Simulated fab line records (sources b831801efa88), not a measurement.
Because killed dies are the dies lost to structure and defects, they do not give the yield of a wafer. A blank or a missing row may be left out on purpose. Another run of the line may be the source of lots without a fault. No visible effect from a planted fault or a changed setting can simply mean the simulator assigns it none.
The tool behind it: which one? | flow sky130 | 24 lots with 72 wafers sampled at 6 steps, on a route of 708 steps

## WHAT THE GAUGES SHOWED, per wafer
SKY_LOCAL_INTERCONNECT_OVL_MEAS_12. Usual: LOCAL_INTERCONNECT_OVL gives 1 nm (standard deviation 6.9).
lot  | measured     | on         | LOCAL_INTERCONNECT_OVL (nm) | flag
L074 | day 30 15:13 | overlay-02 | -7 -5 -9                    |
L075 | day 31 01:07 | overlay-01 | 1 -3 -3                     |
L077 | day 31 22:23 | overlay-01 | 10 5 12                     |
L076 | day 32 03:37 | overlay-02 | 1 3 -2                      |
L078 | day 32 11:37 | overlay-02 | -3 -6 -9                    |
L079 | day 32 12:31 | overlay-01 | -6 -1 -5                    |
L080 | day 32 22:21 | overlay-01 | 10 6 8                      |
L081 | day 33 08:19 | overlay-01 | 1 -1 -1                     |
L082 | day 33 19:28 | overlay-02 | -5 0 -6                     |
L083 | day 34 01:28 | overlay-02 | 1 -1 5                      |
L084 | day 34 08:14 | overlay-01 | 7 13 5                      |
L085 | day 34 19:40 | overlay-01 | -8 -3 1                     |
L086 | day 34 23:16 | overlay-02 | 9 2 8                       |
L087 | day 35 04:58 | overlay-02 | 3 0 -1                      |
L088 | day 35 13:10 | overlay-01 | 16 13 15                    |
L089 | day 35 19:04 | overlay-02 | -9 -13 -11                  |
L090 | day 36 05:01 | overlay-01 | 3 7 2                       |
L091 | day 36 10:19 | overlay-01 | -10 -8 -12                  |
L092 | day 36 17:19 | overlay-02 | 3 4 2                       |
L093 | day 36 20:31 | overlay-02 | 6 2 9                       |
L094 | day 37 04:01 | overlay-01 | 2 3 3                       |
L095 | day 37 09:16 | overlay-01 | 10 10 11                    |
L096 | day 37 14:46 | overlay-01 | 7 8 5                       |
L097 | day 38 05:52 | overlay-02 | 5 6 -1                      |

SKY_CAPM_RS_MEAS_03: a four-point-probe measurement. Usual: CAPM_TIN_RS gives 6.93 ohm/sq (standard deviation 0.087).
lot  | measured     | on            | CAPM_TIN_RS (ohm/sq) | flag
L074 | day 36 09:07 | film-metro-04 | 6.97 6.96 6.93       |
L075 | day 36 17:22 | film-metro-03 | 6.96 6.78 6.88       |
L077 | day 37 13:20 | film-metro-03 | 7.04 6.93 7.02       |
L076 | day 37 19:56 | film-metro-03 | 6.89 6.86 6.86       |
L078 | day 38 02:13 | film-metro-03 | 7.13 6.98 6.96       |
L079 | day 38 04:02 | film-metro-03 | 7.09 6.86 7.03       |
L080 | day 38 12:27 | film-metro-01 | 6.89 7.02 6.82       |
L081 | day 38 21:01 | film-metro-01 | 6.84 6.88 7.00       |
L082 | day 39 08:29 | film-metro-03 | 7.07 6.84 7.01       |
L083 | day 39 20:01 | film-metro-04 | 6.73 7.03 6.85       |
L084 | day 39 22:37 | film-metro-03 | 7.06 6.93 6.90       |
L085 | day 40 12:32 | film-metro-04 | 6.89 7.00 7.05       |
L086 | day 40 14:20 | film-metro-04 | 6.82 7.07 6.83       |
L087 | day 40 20:49 | film-metro-01 | 6.77 6.84 6.76       |
L088 | day 41 09:34 | film-metro-04 | 6.88 7.10 6.94       |
L089 | day 41 12:36 | film-metro-01 | 6.99 6.85 7.01       |
L090 | day 41 20:10 | film-metro-01 | 6.99 6.92 7.00       |
L091 | day 42 00:55 | film-metro-01 | 7.02 6.91 7.07       |
L092 | day 42 09:46 | film-metro-03 | 7.02 6.86 6.92       |
L093 | day 42 11:55 | film-metro-04 | 6.96 7.05 6.88       |
L094 | day 42 15:38 | film-metro-04 | 6.95 6.88 6.93       |
L095 | day 42 22:12 | film-metro-04 | 6.98 6.74 6.78       |
L096 | day 43 01:29 | film-metro-03 | 6.94 6.96 6.85       |
L097 | day 43 17:06 | film-metro-01 | 6.81 6.87 6.89       |

SKY_METAL5_THK_MEAS_06: measures by xrf. Usual: METAL5_ALCU_THK gives 1174 nm (standard deviation 17).
lot  | measured     | on            | METAL5_ALCU_THK (nm) | flag
L074 | day 42 21:50 | film-metro-04 | 1185 1199 1192       |
L075 | day 43 02:34 | film-metro-03 | 1160 1178 1157       |
L077 | day 43 21:52 | film-metro-03 | 1177 1160 1165       |
L076 | day 44 05:57 | film-metro-01 | 1167 1200 1171       |
L078 | day 44 09:01 | film-metro-04 | 1194 1192 1189       |
L079 | day 44 12:14 | film-metro-03 | 1188 1183 1188       |
L080 | day 44 18:31 | film-metro-03 | 1168 1191 1163       |
L081 | day 45 02:31 | film-metro-03 | 1152 1172 1165       |
L082 | day 45 12:18 | film-metro-04 | 1177 1175 1184       |
L083 | day 45 22:08 | film-metro-04 | 1174 1179 1165       |
L084 | day 46 05:22 | film-metro-03 | 1147 1156 1162       |
L085 | day 46 13:35 | film-metro-03 | 1197 1200 1183       |
L086 | day 46 15:29 | film-metro-04 | 1178 1183 1181       |
L087 | day 46 18:41 | film-metro-03 | 1175 1197 1169       |
L088 | day 47 06:43 | film-metro-01 | 1194 1192 1183       |
L089 | day 47 11:49 | film-metro-04 | 1173 1169 1160       |
L090 | day 47 15:32 | film-metro-04 | 1145 1143 1173       |
L091 | day 47 18:44 | film-metro-03 | 1163 1159 1167       |
L092 | day 48 02:28 | film-metro-01 | 1184 1194 1196       |
L093 | day 48 04:14 | film-metro-03 | 1150 1153 1149       |
L094 | day 48 07:29 | film-metro-01 | 1191 1201 1190       |
L095 | day 48 11:22 | film-metro-03 | 1162 1150 1151       |
L096 | day 48 13:02 | film-metro-03 | 1138 1166 1161       |
L097 | day 49 04:53 | film-metro-03 | 1185 1192 1185       |

## WHICH TOOL RAN EACH LOT (tool, then ch and the chambers of the sampled wafers, then the start)
lot  | SKY_VIA1_STRIP_16                    | SKY_VIA2_SPUTTER_20          | SKY_METAL3_STRIP_19
L074 | plasma-asher-04 ch 0,1, day 34 02:56 | pvd-sputter-03, day 36 08:06 | plasma-asher-02 ch 0,1, day 38 13:42
L075 | plasma-asher-01 ch 0,1, day 34 10:50 | pvd-sputter-04, day 36 16:20 | plasma-asher-04 ch 0,1, day 38 20:31
L077 | plasma-asher-01 ch 0,1, day 35 05:43 | pvd-sputter-04, day 37 12:17 | plasma-asher-02 ch 0,1, day 39 16:44
L076 | plasma-asher-04 ch 0,1, day 35 11:19 | pvd-sputter-03, day 37 18:44 | plasma-asher-02 ch 0,1, day 39 23:11
L078 | plasma-asher-04 ch 0,1, day 35 17:32 | pvd-sputter-03, day 38 01:11 | plasma-asher-04 ch 0,1, day 40 05:05
L079 | plasma-asher-01 ch 0,1, day 35 19:02 | pvd-sputter-04, day 38 03:01 | plasma-asher-04 ch 0,1, day 40 07:54
L080 | plasma-asher-01 ch 0,1, day 36 04:56 | pvd-sputter-04, day 38 11:26 | plasma-asher-01 ch 0,1, day 40 14:23
L081 | plasma-asher-02 ch 0,1, day 36 15:05 | pvd-sputter-01, day 38 19:59 | plasma-asher-04 ch 0,1, day 40 23:31
L082 | plasma-asher-02 ch 0,1, day 37 01:50 | pvd-sputter-01, day 39 07:27 | plasma-asher-02 ch 0,1, day 41 10:31
L083 | plasma-asher-02 ch 0,1, day 37 09:46 | pvd-sputter-01, day 39 18:57 | plasma-asher-04 ch 0,1, day 41 20:42
L084 | plasma-asher-02 ch 0,1, day 37 16:34 | pvd-sputter-04, day 39 21:32 | plasma-asher-01 ch 0,1, day 42 00:42
L085 | plasma-asher-02 ch 0,1, day 38 03:59 | pvd-sputter-03, day 40 11:30 | plasma-asher-01 ch 0, day 42 13:58
L086 | plasma-asher-04 ch 0, day 38 08:47   | pvd-sputter-01, day 40 13:19 | plasma-asher-04 ch 0, day 42 15:40
L087 | plasma-asher-04 ch 0,1, day 38 14:38 | pvd-sputter-04, day 40 19:47 | plasma-asher-01 ch 0,1, day 42 20:08
L088 | plasma-asher-02 ch 0,1, day 38 23:10 | pvd-sputter-01, day 41 08:31 | plasma-asher-04 ch 0,1, day 43 08:30
L089 | plasma-asher-04 ch 0,1, day 39 04:58 | pvd-sputter-01, day 41 11:31 | plasma-asher-01 ch 0,1, day 43 12:24
L090 | plasma-asher-04 ch 0, day 39 14:50   | pvd-sputter-03, day 41 19:00 | plasma-asher-01 ch 0,1, day 43 19:07
L091 | plasma-asher-02 ch 0,1, day 39 19:56 | pvd-sputter-01, day 41 23:44 | plasma-asher-01 ch 0,1, day 44 00:07
L092 | plasma-asher-04 ch 0,1, day 40 05:52 | pvd-sputter-03, day 42 08:46 | plasma-asher-01 ch 0,1, day 44 08:07
L093 | plasma-asher-01 ch 0,1, day 40 07:01 | pvd-sputter-01, day 42 10:45 | plasma-asher-04 ch 0,1, day 44 10:43
L094 | plasma-asher-01 ch 0,1, day 40 11:17 | pvd-sputter-03, day 42 14:32 | plasma-asher-04 ch 0,1, day 44 13:41
L095 | plasma-asher-04 ch 0,1, day 40 17:13 | pvd-sputter-01, day 42 20:49 | plasma-asher-04 ch 0,1, day 44 20:20
L096 | plasma-asher-04 ch 0,1, day 40 22:17 | pvd-sputter-01, day 43 00:28 | plasma-asher-04 ch 0,1, day 44 22:01
L097 | plasma-asher-04 ch 0,1, day 41 13:28 | pvd-sputter-03, day 43 15:56 | plasma-asher-02 ch 0,1, day 45 14:46
- SKY_VIA1_STRIP_16: strips in O2/N2.
- SKY_VIA2_SPUTTER_20: material TiN, target thk 20 nm, time 80 s.
- SKY_METAL3_STRIP_19: strips in O2/N2.

## WHAT THE TOOLS THEMSELVES READ (means of the sampled wafers that have a number; where no wafer has one, the mark that the record gives instead)
SKY_VIA1_STRIP_16. Usual: drypump-motor-current-A 5.5 A, standard deviation 0.39; oes-product-au 0.416 a.u., standard deviation 0.0044; strip-time-to-endpoint-s 4.46 s, standard deviation 0.038.
lot  | tool            | drypump-motor-current-A (A) | oes-product-au (a.u.) | strip-time-to-endpoint-s (s) | flag
L074 | plasma-asher-04 | 5.1                         | 0.420                 | 4.46                         |
L075 | plasma-asher-01 | 5.5                         | 0.415                 | 4.47                         |
L077 | plasma-asher-01 | 5.5                         | 0.413                 | 4.46                         |
L076 | plasma-asher-04 | 5.1                         | 0.416                 | 4.45                         |
L078 | plasma-asher-04 | 5.4                         | 0.412                 | 4.46                         |
L079 | plasma-asher-01 | 5.6                         | 0.414                 | 4.45                         |
L080 | plasma-asher-01 | 5.4                         | 0.415                 | 4.46                         |
L081 | plasma-asher-02 | 5.9                         | 0.418                 | 4.42                         |
L082 | plasma-asher-02 | 6.0                         | 0.416                 | 4.47                         |
L083 | plasma-asher-02 | 5.9                         | 0.414                 | 4.47                         |
L084 | plasma-asher-02 | 5.9                         | 0.417                 | 4.48                         |
L085 | plasma-asher-02 | 5.9                         | 0.416                 | 4.47                         |
L086 | plasma-asher-04 | 5.6                         | 0.420                 | 4.50                         |
L087 | plasma-asher-04 | 5.4                         | 0.416                 | 4.51                         |
L088 | plasma-asher-02 | 5.9                         | 0.417                 | 4.43                         |
L089 | plasma-asher-04 | 5.4                         | 0.419                 | 4.48                         |
L090 | plasma-asher-04 | 5.6                         | 0.417                 | 4.45                         |
L091 | plasma-asher-02 | 5.9                         | 0.414                 | 4.44                         |
L092 | plasma-asher-04 | 5.1                         | 0.417                 | 4.48                         |
L093 | plasma-asher-01 | 5.4                         | 0.415                 | 4.46                         |
L094 | plasma-asher-01 | 5.4                         | 0.417                 | 4.45                         |
L095 | plasma-asher-04 | 5.1                         | 0.415                 | 4.43                         |
L096 | plasma-asher-04 | 5.1                         | 0.414                 | 4.47                         |
L097 | plasma-asher-04 | 5.4                         | 0.422                 | 4.44                         |

SKY_VIA2_SPUTTER_20. Usual: throttle-valve-pct reads 29.8 % (standard deviation 1.2).
lot  | tool           | throttle-valve-pct (%) | flag
L074 | pvd-sputter-03 | 30.0                   |
L075 | pvd-sputter-04 | 29.7                   |
L077 | pvd-sputter-04 | 29.7                   |
L076 | pvd-sputter-03 | 29.1                   |
L078 | pvd-sputter-03 | 29.8                   |
L079 | pvd-sputter-04 | 29.2                   |
L080 | pvd-sputter-04 | 29.3                   |
L081 | pvd-sputter-01 | 29.6                   |
L082 | pvd-sputter-01 | 30.6                   |
L083 | pvd-sputter-01 | 29.6                   |
L084 | pvd-sputter-04 | 29.6                   |
L085 | pvd-sputter-03 | 29.6                   |
L086 | pvd-sputter-01 | 30.3                   |
L087 | pvd-sputter-04 | 29.8                   |
L088 | pvd-sputter-01 | 30.4                   |
L089 | pvd-sputter-01 | 30.4                   |
L090 | pvd-sputter-03 | 30.5                   |
L091 | pvd-sputter-01 | 30.7                   |
L092 | pvd-sputter-03 | 29.5                   |
L093 | pvd-sputter-01 | 28.9                   |
L094 | pvd-sputter-03 | 29.2                   |
L095 | pvd-sputter-01 | 30.5                   |
L096 | pvd-sputter-01 | 30.6                   |
L097 | pvd-sputter-03 | 28.3                   |

SKY_METAL3_STRIP_19. Usual: drypump-motor-current-A 5.5 A, standard deviation 0.37; oes-product-au 0.504 a.u., standard deviation 0.0074; strip-time-to-endpoint-s 6.57 s, standard deviation 0.15.
lot  | tool            | drypump-motor-current-A (A) | oes-product-au (a.u.) | strip-time-to-endpoint-s (s) | flag
L074 | plasma-asher-02 | 5.9                         | 0.504                 | 6.48                         |
L075 | plasma-asher-04 | 5.1                         | 0.508                 | 6.58                         |
L077 | plasma-asher-02 | 6.0                         | 0.510                 | 6.62                         |
L076 | plasma-asher-02 | 5.9                         | 0.501                 | 6.57                         |
L078 | plasma-asher-04 | 5.1                         | 0.513                 | 6.79                         |
L079 | plasma-asher-04 | 5.1                         | 0.520                 | 6.91                         |
L080 | plasma-asher-01 | 5.6                         | 0.510                 | 6.80                         |
L081 | plasma-asher-04 | 5.4                         | 0.501                 | 6.51                         |
L082 | plasma-asher-02 | 5.9                         | 0.497                 | 6.44                         |
L083 | plasma-asher-04 | 5.1                         | 0.495                 | 6.46                         |
L084 | plasma-asher-01 | 5.4                         | 0.508                 | 6.67                         |
L085 | plasma-asher-01 | 5.7                         | 0.499                 | 6.59                         |
L086 | plasma-asher-04 | 5.6                         | 0.499                 | 6.53                         |
L087 | plasma-asher-01 | 5.6                         | 0.500                 | 6.45                         |
L088 | plasma-asher-04 | 5.4                         | 0.495                 | 6.37                         |
L089 | plasma-asher-01 | 5.6                         | 0.495                 | 6.39                         |
L090 | plasma-asher-01 | 5.6                         | 0.509                 | 6.69                         |
L091 | plasma-asher-01 | 5.4                         | 0.503                 | 6.57                         |
L092 | plasma-asher-01 | 5.6                         | 0.498                 | 6.41                         |
L093 | plasma-asher-04 | 5.1                         | 0.509                 | 6.57                         |
L094 | plasma-asher-04 | 5.1                         | 0.506                 | 6.54                         |
L095 | plasma-asher-04 | 5.1                         | 0.508                 | 6.65                         |
L096 | plasma-asher-04 | 5.1                         | 0.511                 | 6.72                         |
L097 | plasma-asher-02 | 5.9                         | 0.502                 | 6.51                         |

## THE ANSWER, worked out from the rows above alone
Rule: take the mean of a lot's wafers that have a number; if it is more than 3 standard deviations from the usual mean, the lot is off. A lot without any number at a reading at which 4 lots or more have one is off too. Any other lot the step has rows for is counted as sound. The gauges are gone through in route order, then the tools' own readings, and for those a lot's mean is taken as printed above. At the first step where some lot is off, the reading lying furthest off is the one used; lots without a number count as furthest.
No lot is off at any reading shown: from this, nothing can be told.

## WHAT THE SIMULATOR HAD INSERTED
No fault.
